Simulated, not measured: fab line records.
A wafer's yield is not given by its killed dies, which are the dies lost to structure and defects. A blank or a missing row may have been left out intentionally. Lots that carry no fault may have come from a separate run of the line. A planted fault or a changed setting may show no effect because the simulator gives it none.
Matching of chambers / flow sky130 / SKY_VIA3_CMP_02 on cmp-01 has 4 sister chambers
The step polishes SiO2. 33 wafers are shown with their chamber, then 12 later ones without.

## EACH WAFER AND ITS CHAMBER
wafer=L076.1; chamber=3; motor current A (A)=11.5
wafer=L076.2; chamber=2; motor current A (A)=13.2
wafer=L076.6; chamber=3; motor current A (A)=11.8
wafer=L077.2; chamber=3; motor current A (A)=10.6
wafer=L077.3; chamber=1; motor current A (A)=10.6
wafer=L077.4; chamber=2; motor current A (A)=13.6
wafer=L077.1; chamber=0; motor current A (A)=13.1
wafer=L077.5; chamber=2; motor current A (A)=12.9
wafer=L077.6; chamber=1; motor current A (A)=11.0
wafer=L078.1; chamber=2; motor current A (A)=13.0
wafer=L078.2; chamber=3; motor current A (A)=10.9
wafer=L078.3; chamber=0; motor current A (A)=12.7
wafer=L079.1; chamber=2; motor current A (A)=14.0
wafer=L079.3; chamber=1; motor current A (A)=10.8
wafer=L079.4; chamber=0; motor current A (A)=13.6
wafer=L079.2; chamber=3; motor current A (A)=11.2
wafer=L079.5; chamber=1; motor current A (A)=11.1
wafer=L079.6; chamber=2; motor current A (A)=12.9
wafer=L084.2; chamber=0; motor current A (A)=12.6
wafer=L084.4; chamber=3; motor current A (A)=11.3
wafer=L084.5; chamber=0; motor current A (A)=12.4
wafer=L084.1; chamber=1; motor current A (A)=11.1
wafer=L084.3; chamber=2; motor current A (A)=13.8
wafer=L084.6; chamber=3; motor current A (A)=11.2
wafer=L083.1; chamber=1; motor current A (A)=11.1
wafer=L083.3; chamber=3; motor current A (A)=11.1
wafer=L083.6; chamber=2; motor current A (A)=14.2
wafer=L086.1; chamber=2; motor current A (A)=14.2
wafer=L086.2; chamber=0; motor current A (A)=12.8
wafer=L086.6; chamber=0; motor current A (A)=12.3
wafer=L087.2; chamber=0; motor current A (A)=12.5
wafer=L087.4; chamber=1; motor current A (A)=11.5
wafer=L087.5; chamber=3; motor current A (A)=11.3

SIGNATURES, as means of the wafers listed above
reading=motor current A; chamber 0=12.750; chamber 1=11.029; chamber 2=13.533; chamber 3=11.211; scatter within a chamber=0.417
Rule: for a wafer and a chamber, the distance is found by dividing, reading by reading, the gap between the wafer's reading and the chamber's mean by the reading's scatter, squaring, summing and taking the root. If the next closest chamber is less than 2 further off than the closest, the wafer can't be placed; otherwise it belongs to the closest. The scatter is the square root of a quotient: the sum, over the shown wafers, of each reading's squared deviation from its chamber's mean, divided by wafers minus chambers.

## WAFERS WITH NO CHAMBER GIVEN
wafer=L088.1; motor current A (A)=10.8
wafer=L088.4; motor current A (A)=11.1
wafer=L088.5; motor current A (A)=10.9
wafer=L091.1; motor current A (A)=13.0
wafer=L091.3; motor current A (A)=10.9
wafer=L091.5; motor current A (A)=12.2
wafer=L093.2; motor current A (A)=10.8
wafer=L093.3; motor current A (A)=13.5
wafer=L093.4; motor current A (A)=12.4
wafer=L097.1; motor current A (A)=12.2
wafer=L097.2; motor current A (A)=14.3
wafer=L097.3; motor current A (A)=11.4

## WHICH CHAMBER EACH ONE RAN IN
wafer=L088.1; from the rows above=can't be placed: 1 or 3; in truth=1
wafer=L088.4; from the rows above=can't be placed: 1 or 3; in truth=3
wafer=L088.5; from the rows above=can't be placed: 1 or 3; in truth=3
wafer=L091.1; from the rows above=can't be placed: 0 or 2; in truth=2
wafer=L091.3; from the rows above=can't be placed: 1 or 3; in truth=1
wafer=L091.5; from the rows above=can't be placed: 0 or 3 or 1 or 2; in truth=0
wafer=L093.2; from the rows above=can't be placed: 1 or 3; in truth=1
wafer=L093.3; from the rows above=can't be placed: 2 or 0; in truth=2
wafer=L093.4; from the rows above=can't be placed: 0 or 2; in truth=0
wafer=L097.1; from the rows above=can't be placed: 0 or 3 or 1 or 2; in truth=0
wafer=L097.2; from the rows above=can't be placed: 2 or 0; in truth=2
wafer=L097.3; from the rows above=can't be placed: 3 or 1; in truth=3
0 of 12 placed correctly. Unplaceable from these rows: 12, with the true chamber sitting among the candidates in 12. Wrongly placed: 0.
